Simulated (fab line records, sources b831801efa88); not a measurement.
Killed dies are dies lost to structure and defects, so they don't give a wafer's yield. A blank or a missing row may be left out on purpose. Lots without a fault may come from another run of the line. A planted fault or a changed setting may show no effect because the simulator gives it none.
A struck lot beside a sound one | flow sfq_line | 14 steps out of a route of 325
Sound: wafers L288.1, L288.5, L288.6. Struck: wafers L299.5, L299.6. The cause comes at the end.
At each step with rows: each side's tool, then ch and its chambers, then its first start. Under that, the readings that differ: sound wafers | struck wafers | difference of the means | sigmas: that difference in standard deviations of wafers without a fault.
alike: readings whose means differ by less than 2 such deviations, and words and numbers that are the same on both sides. not compared: withheld readings, readings that some wafer has no value for, bounds like >300 that may hide the same value, and numbers for which the record gives no deviation and whose values overlap.
The two part at a step that has a row with sigmas, a row that says differs or no value, or rows on one side only. Numbers that don't overlap but have no deviation are shown without sigmas and don't part them. A reading that every wafer of one side lacks parts them only if that side has two wafers or more.

first, 2 steps without rows for these wafers: SFQ_TRILAYER_I7_VIA_LITHO_PEB_190 (peb time 60 s); SFQ_TRILAYER_I7_VIA_LITHO_DEVELOP_189 (time 60 s).
SFQ_I7_OVL_MEAS_947:
  sound on overlay-02, day 73 01:27; struck on overlay-02, day 81 17:31
  alike: I7_OVL
SFQ_TRILAYER_I7_VIA_BARC_OPEN_VIA_ETCH_260: etches BARC in O2, target depth 125 nm, time 41.7 s.
  sound on rie_diel-01 ch 0,1,2, day 73 01:29; struck on rie_diel-01 ch 1,2, day 81 17:33
  alike: chamber_pressure_mTorr, drypump_motor_current_A, oes_product_au
  not compared: rf_hours_counter_h
SFQ_TRILAYER_I7_VIA_ETCH_VIA_ETCH_190: etches SiO2 in CHF3, stops on Nb, target depth 260 nm.
  sound on rie_diel-01 ch 0,1,2, day 73 01:32; struck on rie_diel-01 ch 1,2, day 81 17:38
  alike: chamber_pressure_mTorr, drypump_motor_current_A, oes_product_au
SFQ_TRILAYER_I7_VIA_STRIP_STRIP_191: strips in O2.
  sound on rie_metal-04 ch 0,1, day 73 01:38; struck on rie_metal-04 ch 0, day 81 18:29
  alike: chamber_pressure_mTorr, drypump_motor_current_A, oes_product_au
  not compared: rf_hours_counter_h
then, 6 steps without rows for these wafers: SFQ_TRILAYER_I7_VIA_STRIP_SOLV_CLEAN_192 (cleans in NMP, time 600 s); SFQ_TRILAYER_M8_LITHO_LOR_COAT_197; SFQ_TRILAYER_M8_LITHO_LOR_BAKE_198; SFQ_TRILAYER_M8_LITHO_COAT_193 (resist thk 600 nm); SFQ_TRILAYER_M8_LITHO_SOFTBAKE_199; SFQ_TRILAYER_M8_LITHO_EXPOSE_194 (exposes mask M8, target cd 2000 nm).
SFQ_TRILAYER_M8_LITHO_PEB_196: peb time 60 s.
  sound on litho_track-01 ch 0, day 77 07:26; struck on litho_track-02 ch 0, day 81 21:40
  reading                  | sound             | struck      | difference | sigmas
  heater_power_total_W (W) | 79.13 79.23 79.24 | 80.23 80.15 | +0.99      | +15
then, 1 step without rows for these wafers: SFQ_TRILAYER_M8_LITHO_DEVELOP_195 (img clear 15 s, time 55 s).

WHERE THEY PART
Only at SFQ_TRILAYER_M8_LITHO_PEB_196, within this record.

WHY: what the simulator had put in
Process parameter drift: litho_track-02, from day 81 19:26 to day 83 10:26, at SFQ_TRILAYER_M8_LITHO_PEB_196. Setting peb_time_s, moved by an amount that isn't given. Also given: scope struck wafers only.
